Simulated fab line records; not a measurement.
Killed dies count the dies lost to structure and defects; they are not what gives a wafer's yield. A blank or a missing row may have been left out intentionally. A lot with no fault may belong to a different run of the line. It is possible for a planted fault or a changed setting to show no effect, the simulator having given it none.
The tool behind it: which one? -- flow sky130 -- Sampling: 12 lots, 36 wafers, 5 of 708 route steps

## WHAT THE GAUGES SHOWED, per wafer
SKY_LDD_N_OVL_MEAS_07. Usual: LDD_N_OVL typically reads 1.0 nm, with standard deviation 1.6.
lot,measured,on,LDD_N_OVL (nm),flag
L170,day 18 21:28,overlay-02,1.6 1.8 2.6,
L171,day 19 02:43,overlay-01,-1.2 -1.5 -2.0,
L173,day 19 15:04,overlay-02,5.0 4.7 4.3,
L174,day 20 12:01,overlay-02,3.5 3.1 2.7,
L178,day 21 15:44,overlay-02,1.0 0.1 1.7,
L181,day 22 12:10,overlay-01,0.2 0.3 -0.6,
L182,day 22 19:55,overlay-01,-0.5 -1.3 -0.5,
L183,day 23 01:00,overlay-01,1.0 -0.7 -0.4,
L185,day 23 16:10,overlay-01,3.4 1.3 2.1,
L186,day 24 07:12,overlay-01,1.6 2.0 -0.3,
L190,day 25 11:35,overlay-02,-1.4 -2.0 -1.3,
L191,day 25 18:02,overlay-02,0.1 -0.2 -0.1,

SKY_LDD_LDN_TW_MEAS_13. Usual: LDD_LDN_TW typically reads 1470, with standard deviation 8.2.
lot,measured,on,LDD_LDN_TW,flag
L170,day 24 00:50,film metro-01,1471 1472 1468,
L171,day 24 06:18,film metro-04,1471 1465 1468,
L173,day 24 17:19,film metro-04,1474 1469 1473,
L174,day 25 13:57,film metro-04,1461 1462 1468,
L178,day 26 15:25,film metro-01,1458 1466 1462,
L181,day 27 11:13,film metro-01,1356 1357 1357 1352 1352 1360,OFF
L182,day 27 18:35,film metro-02,1366 1369 1373 1371 1373 1369,OFF
L183,day 28 00:15,film metro-01,1472 1470 1469,
L185,day 28 14:38,film metro-04,1472 1467 1463,
L186,day 29 05:48,film metro-02,1475 1483 1469,
L190,day 30 08:55,film metro-04,1471 1469 1468,
L191,day 30 14:47,film metro-01,1461 1460 1454,

SKY_POLY_CUT_CD_MEAS_08: target cd 270 nm. Usual: cd nm at 270.0 nm, with a standard deviation of 1.8.
lot,measured,on,cd nm (nm),flag
L170,day 25 07:50,cd sem-02,271.4 271.3 272.1,
L171,day 25 13:48,cd sem-01,271.0 271.9 273.1,
L173,day 25 23:49,cd sem-01,269.9 270.2 268.3,
L174,day 26 21:09,cd sem-01,269.6 270.2 269.7,
L178,day 27 21:37,cd sem-02,269.8 269.4 271.1,
L181,day 28 17:28,cd sem-02,268.0 266.8 266.8,
L182,day 29 01:09,cd sem-02,267.8 266.6 267.2,
L183,day 29 06:22,cd sem-02,271.4 271.8 271.9,
L185,day 29 21:02,cd sem-01,268.5 268.0 266.9,
L186,day 30 13:44,cd sem-01,270.2 269.6 269.8,
L190,day 31 14:48,cd sem-02,271.1 271.2 270.5,
L191,day 31 19:59,cd sem-01,272.2 271.6 270.9,

## WHAT TOOL EACH LOT RAN ON (gives the tool, then ch and the chambers of the sampled wafers, and finally the start)
lot,SKY_LDD_HVP_STRIP_09,SKY_LDD_LDN_IMPLANT_08
L170,"plasma asher-02 ch 0,1, day 22 18:20","implanter-01 ch 0, day 24 00:08"
L171,"plasma asher-02 ch 0,1, day 22 23:35","implanter-01 ch 0, day 24 05:38"
L173,"plasma asher-04 ch 0,1, day 23 11:20","implanter-04 ch 0, day 24 16:38"
L174,"plasma asher-03 ch 0,1, day 24 07:44","implanter-01 ch 0, day 25 13:17"
L178,"plasma asher-03 ch 0,1, day 25 09:51","implanter-04 ch 0, day 26 14:45"
L181,"plasma asher-03 ch 0,1, day 26 05:38","implanter-04 ch 0, day 27 10:32"
L182,"plasma asher-04 ch 0,1, day 26 13:35","implanter-04 ch 0, day 27 17:54"
L183,"plasma asher-04 ch 0,1, day 26 19:05","implanter-02 ch 0, day 27 23:34"
L185,"plasma asher-02 ch 0,1, day 27 09:08","implanter-01 ch 0, day 28 13:57"
L186,"plasma asher-04 ch 0,1, day 28 00:34","implanter-02 ch 0, day 29 05:07"
L190,"plasma asher-04 ch 0,1, day 29 03:26","implanter-04 ch 0, day 30 08:15"
L191,"plasma asher-02 ch 0,1, day 29 09:22","implanter-04 ch 0, day 30 14:05"
- SKY_LDD_HVP_STRIP_09: strips in O2/N2.
- SKY_LDD_LDN_IMPLANT_08

## WHAT THE TOOLS THEMSELVES READ (means of the sampled wafers that have a number; where no wafer has one, the mark that the record gives instead)
SKY_LDD_HVP_STRIP_09. Usual: drypump motor current A 5.8 A, standard deviation 0.38; oes product au 0.408 a.u., standard deviation 0.0043; strip time to endpoint s 4.135 s, standard deviation 0.014.
lot,tool,drypump motor current A (A),oes product au (a.u.),strip time to endpoint s (s),flag
L170,plasma asher-02,5.3,0.406,4.128,
L171,plasma asher-02,5.7,0.408,4.142,
L173,plasma asher-04,5.9,0.413,4.140,
L174,plasma asher-03,6.1,0.408,4.133,
L178,plasma asher-03,6.2,0.410,4.124,
L181,plasma asher-03,6.2,0.405,4.145,
L182,plasma asher-04,5.7,0.407,4.124,
L183,plasma asher-04,5.8,0.409,4.121,
L185,plasma asher-02,5.6,0.408,4.135,
L186,plasma asher-04,5.7,0.414,4.138,
L190,plasma asher-04,5.8,0.411,4.122,
L191,plasma asher-02,5.3,0.410,4.131,

SKY_LDD_LDN_IMPLANT_08. Usual: dose ions cm2 1.2499e+13, standard deviation 1.4e+10; faraday current uA 70.4, standard deviation 1.5.
lot,tool,dose ions cm2,faraday current uA,flag
L170,implanter-01,1.2496e+13,70.3,
L171,implanter-01,1.2506e+13,69.6,
L173,implanter-04,1.2513e+13,70.9,
L174,implanter-01,1.2503e+13,71.5,
L178,implanter-04,1.2502e+13,72.2,
L181,implanter-04,1.2563e+12,7.0,OFF
L182,implanter-04,1.2467e+12,7.2,OFF
L183,implanter-02,1.2496e+13,69.7,
L185,implanter-01,1.2488e+13,69.8,
L186,implanter-02,1.2476e+13,70.2,
L190,implanter-04,1.2506e+13,70.3,
L191,implanter-04,1.2505e+13,70.0,

## THE ANSWER, worked out from the rows above alone
Rule: take the mean of a lot's wafers that have a number; if it is more than 3 standard deviations from the usual mean, the lot is off. Also off: a lot with no number at a reading for which 4 or more lots have one. Where the step has rows for the other lots, those lots are counted as sound. After the gauges, taken in route order, come the tools' own readings; for these a lot's mean is taken, as printed above. At the first step where some lot is off, the reading lying furthest off is the one used; lots without a number count as furthest.
Off: L181, L182, seen at SKY_LDD_LDN_TW_MEAS_13 (LDD_LDN_TW).
If a tool, at a process step before that reading, ran all the lots that are off and no sound lot after the first of them, it fits. The gauges at SKY_LDD_LDN_TW_MEAS_13 aren't tried: what is off there is off at SKY_LDD_LDN_IMPLANT_08 too, on other tools, and a gauge's error can't cause that. Not one of the candidates tried fits.

## WHAT THE SIMULATOR HAD PUT IN
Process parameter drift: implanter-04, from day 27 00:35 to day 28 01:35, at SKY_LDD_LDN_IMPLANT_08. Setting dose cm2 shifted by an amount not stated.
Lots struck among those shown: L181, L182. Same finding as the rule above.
